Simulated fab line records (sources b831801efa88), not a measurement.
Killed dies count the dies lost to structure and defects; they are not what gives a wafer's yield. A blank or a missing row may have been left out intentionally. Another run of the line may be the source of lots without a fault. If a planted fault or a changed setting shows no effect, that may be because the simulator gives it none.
Problem report, 8D (eight disciplines) form, completed by code | flow gf180mcu | the parts of the form that need people (team, actions taken, sign-off) are left out

1. WHAT WENT WRONG
run_length_s at GF_DUAL_GATE_SOFTBAKE_07 reads a mean of 124.39 s on 3 wafers of 2 lots; wafers without a fault read 89.13 s with a standard deviation of 0.24. That is +99 or more standard deviations from the usual mean.
The step: time 60 s.
First observed at day 12 21:25: wafer L487.1, on litho_track-04. The record holds 18 wafers of 6 lots with a number at this step. The rule behind "out" and "out of limits": a value lying over 4 standard deviations away from the usual mean. The other wafers with a number count as sound.

2. WHAT IT IS, AND WHAT IT ISN'T
question                    | is                     | is not
which readings at this step | run_length_s           | -
which lots                  | L487, L491             | L479, L481, L484, L492
which wafers of those lots  | L487.1, L491.1, L491.5 | L487.2, L487.3, L491.6
read on which tools         | litho_track-04         | litho_track-02
when                        | from day 12 21:25      | up to then (11 sound wafers); but 4 sound wafers of L491, L492 came after

3. SUSPECTS, AND WHAT RULES EACH OUT
Counting: if a tool at a process step up to the reading ran every lot that is out, it stays a suspect. Sound lots after the first of them don't rule it out here, since some wafers of a struck lot are sound.
- litho_track-04 at GF_DUAL_GATE_SOFTBAKE_07 (time 60 s): kept. It ran every lot that is out, first L487 (day 12 21:25); its last sound lot up to then is L484 (day 12 06:19). Its own readings are out on those wafers: run_length_s.
The count leaves litho_track-04 at GF_DUAL_GATE_SOFTBAKE_07.

4. THE CAUSE (what the simulator had put in)
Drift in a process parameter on litho_track-04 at GF_DUAL_GATE_SOFTBAKE_07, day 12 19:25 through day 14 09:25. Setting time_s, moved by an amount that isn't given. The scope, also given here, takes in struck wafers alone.
After counting, this tool was the only one left.

5. THE EFFECT CHAIN, in route order
Each row: a reading where the mean over the struck wafers with a number is more than 3 standard deviations away from the usual. Scope: only readings with a usual standard deviation given in the record; hours: median across lots of the time from each lot's start at the first step in this table that gives one to its start at this step; sigmas: change in usual standard deviations.
hours | step                     | reading      | usual   | on struck wafers | change | sigmas
0     | GF_DUAL_GATE_SOFTBAKE_07 | run_length_s | 89.13 s | 124.39           | +35.26 | +99 or more
The process steps in it:
- GF_DUAL_GATE_SOFTBAKE_07: time 60 s.
Later measuring or inspecting steps at which every struck wafer that the step has a row for has a number for every such reading, and none has moved that far: GF_DUAL_GATE_OVL_MEAS_11.

6. WHAT WOULD HAVE CAUGHT IT SOONER
In this record no reading fell out of limits until day 12 21:25, 2 hours after the fault had begun at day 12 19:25.
